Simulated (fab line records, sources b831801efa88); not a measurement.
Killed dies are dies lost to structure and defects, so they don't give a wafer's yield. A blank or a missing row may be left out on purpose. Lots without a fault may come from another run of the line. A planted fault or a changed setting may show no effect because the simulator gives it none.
A struck lot beside a sound one | flow sky130 | 42 steps out of a route of 708
Sound: wafers L885.2, L885.4, L885.6. Struck: wafer L902.5. (L902.1, L902.4 of the same lot were not struck and are left out.) The cause comes at the end.
At each step with rows: each side's tool, then ch and its chambers, then its first start. Under that, the readings that differ: sound wafers | struck wafers | difference of the means | sigmas: that difference in standard deviations of wafers without a fault.
alike: readings whose means differ by less than 2 such deviations, and words and numbers that are the same on both sides. not compared: withheld readings, readings that some wafer has no value for, bounds like >300 that may hide the same value, and numbers for which the record gives no deviation and whose values overlap.
The two part at a step that has a row with sigmas, a row that says differs or no value, or rows on one side only. Numbers that don't overlap but have no deviation are shown without sigmas and don't part them. A reading that every wafer of one side lacks parts them only if that side has two wafers or more.

SKY_PWDE_TW_MEAS_10:
  sound on film_metro-03, day 4 13:46; struck on film_metro-04, day 8 14:27
  alike: PWDE_TW
then, 7 steps without rows for these wafers: SKY_NWELL_DEHYDRATE_03 (time 60 s); SKY_NWELL_HMDS_04 (prime time 60 s); SKY_NWELL_COAT_05 (resist thk 3000 nm); SKY_NWELL_SOFTBAKE_06; SKY_NWELL_EXPOSE_07 (exposes mask NWM, target cd 840 nm); SKY_NWELL_PEB_08; SKY_NWELL_DEVELOP_09 (develop time 60 s).
SKY_NWELL_OVL_MEAS_10:
  sound on overlay-02, day 5 07:17; struck on overlay-01, day 9 10:53
  alike: NWELL_00_OVL
then, 3 steps without rows for these wafers: SKY_NWELL_IMPLANT_11; SKY_NWELL_IMPLANT_12; SKY_NWELL_IMPLANT_13.
SKY_NWELL_STRIP_14: strips in O2/N2.
  sound on plasma_asher-04 ch 0,1, day 5 07:46; struck on plasma_asher-02 ch 0, day 9 11:22
  reading               | sound             | struck | difference | sigmas
  oes_product_au (a.u.) | 0.725 0.715 0.718 | 0.732  | +0.013     | +3
  alike: drypump_motor_current_A, strip_time_to_endpoint_s
  not compared: rf_hours_counter_h
SKY_NWELL_TW_MEAS_15:
  sound on film_metro-01, day 5 07:53; struck on film_metro-04, day 9 11:28
  alike: NWELL_TW
then, 7 steps without rows for these wafers: SKY_NWELL_DEHYDRATE_16 (time 60 s); SKY_NWELL_HMDS_17 (prime time 60 s); SKY_NWELL_COAT_18 (resist thk 3000 nm); SKY_NWELL_SOFTBAKE_19; SKY_NWELL_EXPOSE_20 (exposes mask NWM COMPLEMENT, target cd 840 nm); SKY_NWELL_PEB_21; SKY_NWELL_DEVELOP_22 (develop time 60 s).
SKY_NWELL_OVL_MEAS_23:
  sound on overlay-02, day 6 02:49; struck on overlay-02, day 10 08:55
  alike: NWELL_01_OVL
then, 1 step without rows for these wafers: SKY_NWELL_IMPLANT_24.
SKY_NWELL_STRIP_25: strips in O2/N2.
  sound on plasma_asher-02 ch 0, day 6 03:00; struck on plasma_asher-04 ch 1, day 10 09:06
  alike: drypump_motor_current_A, oes_product_au, strip_time_to_endpoint_s
  not compared: rf_hours_counter_h
SKY_NWELL_TW_MEAS_26:
  sound on film_metro-01, day 6 03:07; struck on film_metro-04, day 10 09:12
  alike: NWELL_2_TW
then, 1 step without rows for these wafers: SKY_NWELL_CLEAN_27 (cleans in SC1/SC2, time 150 s).
SKY_NWELL_RTA_28: time 30 s.
  sound on rtp_anneal-01 ch 0, day 6 03:13; struck on rtp_anneal-01 ch 0, day 10 09:19
  alike: lamp_power_pct, wafer_temp_C_max
SKY_NWELL_RS_MEAS_29: measures by four-point-probe.
  sound on film_metro-04, day 6 03:20; struck on film_metro-03, day 10 09:25
  reading           | sound             | struck | difference | sigmas
  NWELL_RS (ohm/sq) | 621.5 620.7 621.7 | 624.4  | +3.1       | +2
SKY_NWELL_RS_MEAS_31: measures by four-point-probe.
  sound on film_metro-04, day 6 03:34; struck on film_metro-03, day 10 09:39
  alike: PWDE_RS
then, 7 steps without rows for these wafers: SKY_VT_ADJUST_HVTP_DEHYDRATE_00 (time 60 s); SKY_VT_ADJUST_HVTP_HMDS_01 (prime time 58.52 s); SKY_VT_ADJUST_HVTP_COAT_02 (resist thk 1140 nm); SKY_VT_ADJUST_HVTP_SOFTBAKE_03 (time 60 s); SKY_VT_ADJUST_HVTP_EXPOSE_04 (exposes mask HVTPM, target cd 380 nm); SKY_VT_ADJUST_HVTP_PEB_05; SKY_VT_ADJUST_HVTP_DEVELOP_06 (develop time 60 s).
SKY_VT_ADJUST_HVTP_CD_MEAS_07: target cd 380 nm.
  sound on cd_sem-01, day 6 22:01; struck on cd_sem-02, day 11 07:53
  alike: cd_nm
SKY_VT_ADJUST_HVTP_OVL_MEAS_08:
  sound on overlay-01, day 6 22:07; struck on overlay-01, day 11 08:01
  alike: VT_ADJUST_HVTP_OVL
then, 1 step without rows for these wafers: SKY_VT_ADJUST_HVTP_IMPLANT_09.
SKY_VT_ADJUST_HVTP_STRIP_10: strips in O2/N2.
  sound on plasma_asher-03 ch 0,1, day 6 22:17; struck on plasma_asher-04 ch 1, day 11 08:11
  reading                      | sound             | struck | difference | sigmas
  strip_time_to_endpoint_s (s) | 14.11 14.15 14.12 | 14.23  | +0.10      | +2
  alike: drypump_motor_current_A, oes_product_au
  not compared: rf_hours_counter_h
SKY_VT_ADJUST_HVTP_TW_MEAS_11:
  sound on film_metro-01, day 6 22:24; struck on film_metro-04, day 11 08:17
  alike: VT_ADJUST_HVTP_TW
-- the record jumps here: 39 days lie between the struck wafers' starts before and after (it left off in module VT_ADJUST_HVTP and takes up again in module PAD_OPEN, whose first step shown is number 708 of the route) --
SKY_PAD_OPEN_PROBE_99:
  sound on prober-02, day 46 16:50; struck on prober-02, day 50 17:26
  reading             | sound    | struck | difference | sigmas
  killed_at_M4_up     | 2 3 8    | 0      | -4         | -2
  killed_at_front_end | 19 12 24 | 37     | +19        | +4
  killed_short        | 46 34 47 | 28     | -14        | -2
  alike: killed_at_M0_to_M3, killed_at_contacts, killed_at_other, killed_dies, killed_open

WHERE THEY PART
First at SKY_NWELL_STRIP_14; last, within this record, at SKY_PAD_OPEN_PROBE_99.

WHY: what the simulator had put in
Chamber particle source: plasma_asher-02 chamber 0, from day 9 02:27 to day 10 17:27, at SKY_NWELL_STRIP_14. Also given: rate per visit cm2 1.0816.
